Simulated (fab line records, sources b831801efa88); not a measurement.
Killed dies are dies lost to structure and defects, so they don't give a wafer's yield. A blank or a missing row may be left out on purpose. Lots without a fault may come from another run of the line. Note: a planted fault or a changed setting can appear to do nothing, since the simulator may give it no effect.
A lot that was struck, set against a sound lot / flow sky130 / 32 steps out of a route of 708
Sound: these wafers, L728.1, L728.3, L728.5. Wafers L747.1, L747.2, L747.3 were the ones struck. The cause is given at the end.
Each step with rows lists, per side, the tool, then ch with its chambers, then its first start. Under that, the readings that differ: sound wafers / struck wafers / difference of the means / sigmas: that difference in standard deviations of wafers without a fault.
alike: a reading whose means differ by less than 2 such deviations, as well as words and numbers matching on both sides. not compared: withheld readings; readings where some wafer has no value; bounds like >300 that might hide an equal value; numbers whose values overlap and for which the record gives no deviation.
A row with sigmas, a row that says differs or no value, or rows on one side alone: a step with any of these is where the two part. Numbers that have no deviation but don't overlap get no sigmas and don't part them. Lack of a reading on every wafer of one side parts them only where that side has two or more wafers.

SKY_PWDE_OVL_MEAS_07:
  sound on overlay-02 at day 5 09:29; struck on overlay-02 at day 9 06:04
  alike: PWDE_OVL
next, for these wafers, 1 step has no rows: SKY_PWDE_IMPLANT_08.
SKY_PWDE_STRIP_09: strips in O2/N2.
  sound on plasmaAsher-04 ch 0, day 5 09:40; struck on plasmaAsher-03 ch 0,1, day 9 06:16
  alike: drypumpMotorCurrentA, n2FlowSccm, oesProductAu, stripTimeToEndpointS
  not compared: rfHoursCounterH
SKY_PWDE_TW_MEAS_10:
  sound on filmMetro-02 at day 5 09:46; struck on filmMetro-02 at day 9 06:22
  alike: PWDE_TW
then, 7 steps without rows for these wafers: SKY_NWELL_DEHYDRATE_03 (time 60 s); SKY_NWELL_HMDS_04 (prime time 60 s); SKY_NWELL_COAT_05 (resist thk 3000 nm); SKY_NWELL_SOFTBAKE_06; SKY_NWELL_EXPOSE_07 (exposes mask NWM, target cd 840 nm); SKY_NWELL_PEB_08; SKY_NWELL_DEVELOP_09 (develop time 60 s).
SKY_NWELL_OVL_MEAS_10:
  sound on overlay-01 at day 6 04:50; struck on overlay-01 at day 10 05:20
  alike: NWELL_00_OVL
SKY_NWELL_IMPLANT_11:
  sound on implanter-04 ch 0, day 6 04:52; struck on implanter-02 ch 0, day 10 05:22
reading=doseIonsCm2; sound=1.9027e+13 1.8978e+13 1.8966e+13; struck=1.9358e+13 1.937e+13 1.9363e+13; difference=+3.7333e+11; sigmas=+18
then, 2 steps without rows for these wafers: SKY_NWELL_IMPLANT_12; SKY_NWELL_IMPLANT_13.
SKY_NWELL_STRIP_14: strips in O2/N2.
  sound on plasmaAsher-02 ch 0,1, day 6 05:19; struck on plasmaAsher-03 ch 0,1, day 10 05:49
  alike: drypumpMotorCurrentA, n2FlowSccm, oesProductAu, stripTimeToEndpointS
  not compared: rfHoursCounterH
SKY_NWELL_TW_MEAS_15:
  sound on filmMetro-02 at day 6 05:25; struck on filmMetro-02 at day 10 05:55
  alike: NWELL_TW
then, 7 steps without rows for these wafers: SKY_NWELL_DEHYDRATE_16 (time 60 s); SKY_NWELL_HMDS_17 (prime time 60 s); SKY_NWELL_COAT_18 (resist thk 3000 nm); SKY_NWELL_SOFTBAKE_19; SKY_NWELL_EXPOSE_20 (exposes mask NWM COMPLEMENT, target cd 840 nm); SKY_NWELL_PEB_21; SKY_NWELL_DEVELOP_22 (develop time 60 s).
SKY_NWELL_OVL_MEAS_23:
  sound on overlay-02 at day 7 01:11; struck on overlay-01 at day 11 05:08
reading=NWELL_01_OVL (nm); sound=2.8 3.4 1.4; struck=0.2 -0.8 -0.1; difference=-2.8; sigmas=-3
next, for these wafers, 1 step has no rows: SKY_NWELL_IMPLANT_24.
SKY_NWELL_STRIP_25: strips in O2/N2.
  sound on plasmaAsher-03 ch 0,1, day 7 01:22; struck on plasmaAsher-02 ch 0,1, day 11 05:19
  alike: drypumpMotorCurrentA, n2FlowSccm, oesProductAu, stripTimeToEndpointS
  not compared: rfHoursCounterH
SKY_NWELL_TW_MEAS_26:
  sound on filmMetro-03 at day 7 01:28; struck on filmMetro-02 at day 11 05:25
  alike: NWELL_2_TW
then, 1 step without rows for these wafers: SKY_NWELL_CLEAN_27 (cleans in SC1/SC2, time 150 s).
SKY_NWELL_RTA_28: time 30 s.
  sound on rtpAnneal-01 ch 0, day 7 01:35; struck on rtpAnneal-02 ch 0, day 11 05:32
  alike: annealTempCMax, lampPowerPct, rampUpCPerS, wafer_temp_C_max
SKY_NWELL_RS_MEAS_29: uses a four-point probe to measure.
  sound on filmMetro-01 at day 7 01:41; struck on filmMetro-01 at day 11 05:38
reading=NWELL_RS (ohm/sq); sound=623.4 625.6 623.5; struck=617.2 619.0 617.0; difference=-6.4; sigmas=-4
SKY_PAD_OPEN_PROBE_99:
  the record has rows for the sound wafers here (prober-01, day 48 03:05) and none for the struck ones

## WHERE THEY PART
Last at SKY_PAD_OPEN_PROBE_99 as far as this record goes, first at SKY_NWELL_IMPLANT_11.

WHY: what had been put in by the simulator
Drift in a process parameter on implanter-02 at SKY_NWELL_IMPLANT_11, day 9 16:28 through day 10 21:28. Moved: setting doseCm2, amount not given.
